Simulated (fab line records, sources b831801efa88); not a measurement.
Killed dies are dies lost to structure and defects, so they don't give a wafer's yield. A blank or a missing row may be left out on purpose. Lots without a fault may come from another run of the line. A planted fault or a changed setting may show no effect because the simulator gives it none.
A struck lot beside a sound one | flow sky130 | 32 steps out of a route of 708
Sound: wafers L582.2, L582.3, L582.4. Struck: wafers L597.2, L597.3, L597.4. The cause comes at the end.
At each step with rows: each side's tool, then ch and its chambers, then its first start. Under that, the readings that differ: sound wafers | struck wafers | difference of the means | sigmas: that difference in standard deviations of wafers without a fault.
alike: readings whose means differ by less than 2 such deviations, and words and numbers that are the same on both sides. not compared: withheld readings, readings that some wafer has no value for, bounds like >300 that may hide the same value, and numbers for which the record gives no deviation and whose values overlap.
The two part at a step that has a row with sigmas, a row that says differs or no value, or rows on one side only. Numbers that don't overlap but have no deviation are shown without sigmas and don't part them. A reading that every wafer of one side lacks parts them only if that side has two wafers or more.

SKY_CAP2M_THK_MEAS_01:
  sound on film_metro-04, day 40 05:31; struck on film_metro-04, day 44 10:17
  alike: CAP2M_CVD_00_THK
SKY_CAP2M_SPUTTER_02: material TiN, target thk 200 nm, time 166.7 s.
  sound on pvd_sputter-02, day 40 05:34; struck on pvd_sputter-02, day 44 10:20
  alike: throttle_valve_pct
SKY_CAP2M_RS_MEAS_03: measures by four-point-probe.
  sound on film_metro-02, day 40 05:42; struck on film_metro-04, day 44 10:28
  alike: CAP2M_TIN_RS
SKY_CAP2M_THK_MEAS_04: measures by xrf.
  sound on film_metro-02, day 40 05:49; struck on film_metro-04, day 44 10:34
  alike: CAP2M_TIN_THK
then, 7 steps without rows for these wafers: SKY_CAP2M_DEHYDRATE_05 (time 60 s); SKY_CAP2M_HMDS_06 (prime time 60 s); SKY_CAP2M_COAT_07 (resist thk 1140 nm); SKY_CAP2M_SOFTBAKE_08 (time 60 s); SKY_CAP2M_EXPOSE_09 (exposes mask CAP2M, target cd 1000 nm); SKY_CAP2M_PEB_10; SKY_CAP2M_DEVELOP_11 (develop time 60 s).
SKY_CAP2M_OVL_MEAS_12:
  sound on overlay-01, day 41 05:50; struck on overlay-02, day 45 08:38
  reading        | sound        | struck         | difference | sigmas
  CAP2M_OVL (nm) | 0.2 -0.8 1.3 | -3.9 -3.2 -2.1 | -3.3       | -2
SKY_CAP2M_METAL_ETCH_13: etches TiN in Cl2/BCl3, stops on SiO2, target depth 220 nm, time 62.9 s.
  sound on rie_metal-04 ch 0,1, day 41 05:52; struck on rie_metal-04 ch 0,1, day 45 08:40
  reading                                    | sound             | struck            | difference | sigmas
  model.NOVOLAK_of_CAP2M_COAT_07.thk_nm (nm) | 993.2 995.9 993.6 | 914.7 918.4 917.2 | -77.5      |
  model.SiO2_of_CAP2M_CVD_00.thk_nm (nm)     | 15.27 15.42 15.49 | 3.39 3.425 3.683  | -11.89     |
  model.CAP2M.feature_depth_nm (nm)          | 200.5 200.2 200.1 | 214.6 212.5 212.3 | +12.9      |
  alike: drypump_motor_current_A, oes_product_au, rf_fwd_power_W, throttle_valve_pct
  not compared: rf_hours_counter_h
SKY_CAP2M_STRIP_14: strips in O2/N2.
  sound on plasma_asher-02 ch 0,1, day 41 05:56; struck on plasma_asher-04 ch 0,1, day 45 08:45
  reading                      | sound             | struck            | difference | sigmas
  strip_time_to_endpoint_s (s) | 12.65 12.68 12.67 | 11.74 11.79 11.79 | -0.89      | -19
  alike: drypump_motor_current_A, oes_product_au
  not compared: rf_hours_counter_h
then, 11 steps without rows for these wafers: SKY_CAP2M_STRIP_15 (strips in post etch residue remover, time 1200 s); SKY_CAP2M_CLEAN_16 (cleans in IPA, time 180 s); SKY_CAP2M_CLEAN_17 (cleans in O3/DIW); SKY_METAL4_DEHYDRATE_05 (time 60 s); SKY_METAL4_HMDS_06 (prime time 60 s); SKY_METAL4_COAT_07 (resist thk 60 nm); SKY_METAL4_COAT_08 (resist thk 1140 nm); SKY_METAL4_SOFTBAKE_09 (time 90 s); SKY_METAL4_EXPOSE_10 (exposes mask MM4, target cd 300 nm); SKY_METAL4_PEB_11; SKY_METAL4_DEVELOP_12 (develop time 60 s).
SKY_METAL4_CD_MEAS_13: target cd 300 nm.
  sound on cd_sem-01, day 42 05:09; struck on cd_sem-02, day 46 06:29
  alike: cd_nm
SKY_METAL4_OVL_MEAS_14:
  sound on overlay-02, day 42 05:15; struck on overlay-01, day 46 06:35
  alike: METAL4_OVL
SKY_METAL4_DESCUM_15: chemistry O2, time 8 s.
  sound on rie_metal-01 ch 0,1, day 42 05:17; struck on rie_metal-03 ch 0,1, day 46 06:37
  alike: drypump_motor_current_A, oes_product_au, rf_fwd_power_W
  not compared: rf_hours_counter_h
SKY_METAL4_ETCH_16: etches BARC in N2/H2, stops on SiO2, time 88.2 s, target depth 60 nm.
  sound on rie_metal-01 ch 0,1, day 42 05:19; struck on rie_metal-03 ch 0,1, day 46 06:40
  alike: drypump_motor_current_A, oes_product_au, rf_fwd_power_W, throttle_valve_pct
  not compared: rf_hours_counter_h
SKY_METAL4_ETCH_17: etches SiO2 in C4F8/O2/Ar, stops on TiN, time 3.9 s, target depth 15 nm.
  sound on rie_diel-04 ch 0,1,3, day 42 05:25; struck on rie_diel-03 ch 0,1,3, day 46 06:45
  reading                  | sound             | struck            | difference | sigmas
  oes_product_au (a.u.)    | 0.746 0.749 0.755 | 0.454 0.459 0.466 | -0.290     | -41
  model.etch.depth_nm (nm) | 15.27 15.42 15.49 | 3.39 3.425 3.683  | -11.89     |
  alike: rf_fwd_power_W
  not compared: rf_hours_counter_h
SKY_METAL4_METAL_ETCH_18: etches the open film in Cl2/BCl3, stops on SiO2, target depth 845 nm, time 183.1 s.
  sound on rie_metal-03 ch 0,1, day 42 05:26; struck on rie_metal-02 ch 0,1, day 46 06:46
  alike: drypump_motor_current_A, oes_product_au, rf_fwd_power_W, throttle_valve_pct
  not compared: rf_hours_counter_h
-- the record jumps here: 4 days lie between the struck wafers' starts before and after (it left off in module METAL4 and takes up again in module PAD_OPEN, whose first step shown is number 708 of the route) --
SKY_PAD_OPEN_PROBE_99:
  sound on prober-01, day 46 07:30; struck on prober-02, day 49 19:11
  reading                               | sound                | struck               | difference | sigmas
  model.etest.tip_sonos.rs_ohm_sq       | 2612 2644 2585       | 2776 2777 2735       | +149       |
  model.etest.cap_mim2.bv_v (V)         | 13.79 13.65 14.11    | 11.01 10.48 11.17    | -2.96      |
  model.etest.cap_mim2.leak_log10_a_cm2 | -8.911 -8.827 -8.951 | -7.454 -7.385 -7.755 | +1.365     |

WHERE THEY PART
First at SKY_CAP2M_OVL_MEAS_12; last, within this record, at SKY_METAL4_ETCH_17. Later steps at which nothing parts them and some readings are alike: SKY_METAL4_METAL_ETCH_18.

WHY: what the simulator had put in
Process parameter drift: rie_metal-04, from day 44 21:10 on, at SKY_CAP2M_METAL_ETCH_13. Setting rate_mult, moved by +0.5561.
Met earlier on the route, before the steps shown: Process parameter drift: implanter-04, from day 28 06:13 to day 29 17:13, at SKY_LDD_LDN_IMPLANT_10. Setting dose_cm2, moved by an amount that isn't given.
